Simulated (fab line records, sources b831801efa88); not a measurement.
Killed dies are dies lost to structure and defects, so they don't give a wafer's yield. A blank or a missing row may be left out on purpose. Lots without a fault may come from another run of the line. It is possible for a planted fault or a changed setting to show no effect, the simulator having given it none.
Code-filled problem report in 8D (eight disciplines) form :: flow sky130 :: the parts of the form that need people (team, actions taken, sign-off) are left out

1. PROBLEM STATEMENT
Wafers free of any fault read 0.228 ohm/sq (standard deviation 0.003) for VIA4_W_RS at SKY_VIA4_RS_MEAS_19, against a mean of 0.286 ohm/sq on 7 wafers of 3 lots. That puts it +19 standard deviations away from the usual mean.
The step: measures by four-point-probe.
First seen on wafer L965.1, day 44 04:31, on film_metro-03. At this step, 30 wafers from 10 lots have a number in the record. The rule behind "out" and "out of limits": a value lying over 4 standard deviations away from the usual mean. Any other wafer with a number is counted as sound.

2. WHAT THIS IS AND IS NOT
question: which readings at this step
is: VIA4_W_RS
is not: -

question: which lots
is: L965, L966, L969
is not: L962, L979, L980, L981, L983, L984, L985

question: which wafers of those lots
is: L965.1, L965.2, L965.6, L966.2, L966.3, L966.5, L969.6
is not: L969.2, L969.3

question: read on which gauges
is: film_metro-01, film_metro-02, film_metro-03
is not: -

question: when
is: from day 44 04:31
is not: up to then (3 sound wafers); but 20 sound wafers of L969, L979, L980, L981, L983, L984, L985 came after

3. THE SUSPECTS, EACH WITH WHAT RULES IT OUT
Counting: a tool at a process step up to the reading stays a suspect if it ran every lot that is out. Sound lots after the first of them don't rule it out here, since some wafers of a struck lot are sound.
- the gauge at SKY_VIA4_RS_MEAS_19 has been ruled out. The wafers that are out were read on 3 gauges (film_metro-01, film_metro-02, film_metro-03).
- cmp-01 at SKY_VIA3_CMP_24 (polishes, stops on SiO2, t overpolish 20 s, target thk 0 nm): kept. It ran every lot that is out, first L965 (day 41 02:13).
- cvd_w-01 at SKY_VIA4_CVD_18 (deposits W, target thk 505 nm, time 152.14 s): kept. Every lot that is out went through it, the first being L965 (day 44 04:12); the last sound lot it ran before that was L962 (day 43 04:40). Its own readings are out on those wafers: susceptor_temp_C.
- The sound lot-mates ran in chamber 1 of cvd_w-01 at SKY_VIA4_CVD_18, but the wafers that are out ran in chamber 0.
Left after counting: cmp-01 at SKY_VIA3_CMP_24, cvd_w-01 at SKY_VIA4_CVD_18.

4. THE CAUSE (what the simulator had put in)
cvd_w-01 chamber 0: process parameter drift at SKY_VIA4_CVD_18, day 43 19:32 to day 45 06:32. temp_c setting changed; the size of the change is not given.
Of the 2 suspects that counting leaves, this tool is one.

5. SEQUENCE OF EFFECTS, ordered by route
Each row: a reading where the mean over the struck wafers with a number is more than 3 standard deviations away from the usual. Only readings for which the record gives a usual standard deviation are gone through. hours: the time from each lot's start at the first step in this table that gives one to its start at this step, as a median over the lots. sigmas: the change in usual standard deviations.
hours: 0
step: SKY_VIA4_CVD_18
reading: susceptor_temp_C
usual: 400.01 C
on struck wafers: 388.08
change: -11.93
sigmas: -57

hours: 0
step: SKY_VIA4_RS_MEAS_19
reading: VIA4_W_RS
usual: 0.228 ohm/sq
on struck wafers: 0.286
change: +0.058
sigmas: +19

hours: 0
step: SKY_VIA4_THK_MEAS_20
reading: VIA4_W_THK
usual: 495 nm
on struck wafers: 396
change: -99
sigmas: -15

hours: 0
step: SKY_VIA4_CMP_21
reading: time_to_endpoint_s
usual: 119 s
on struck wafers: 91
change: -28
sigmas: -4.6
It contains these process steps:
- SKY_VIA4_CVD_18: deposits W, target thk 505 nm, time 152.14 s.
- SKY_VIA4_CMP_21: polishes, stops on SiO2, t overpolish 25 s, target thk 0 nm.

6. WHAT WOULD HAVE CAUGHT IT SOONER
9 hours passed between the start of the fault at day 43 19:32 and the first reading out of limits at a measuring or inspecting step in this record, taken at day 44 04:31.
The tool's own readings at SKY_VIA4_CVD_18 were out on every struck wafer that the step has a row for (susceptor_temp_C): an alarm limit on them would have fired on the first of those.
Of the lots that are out (3), L966, L969 began SKY_VIA4_CVD_18 on cvd_w-01 after day 44 04:31. A hold on the tool at that time would have spared those 2.
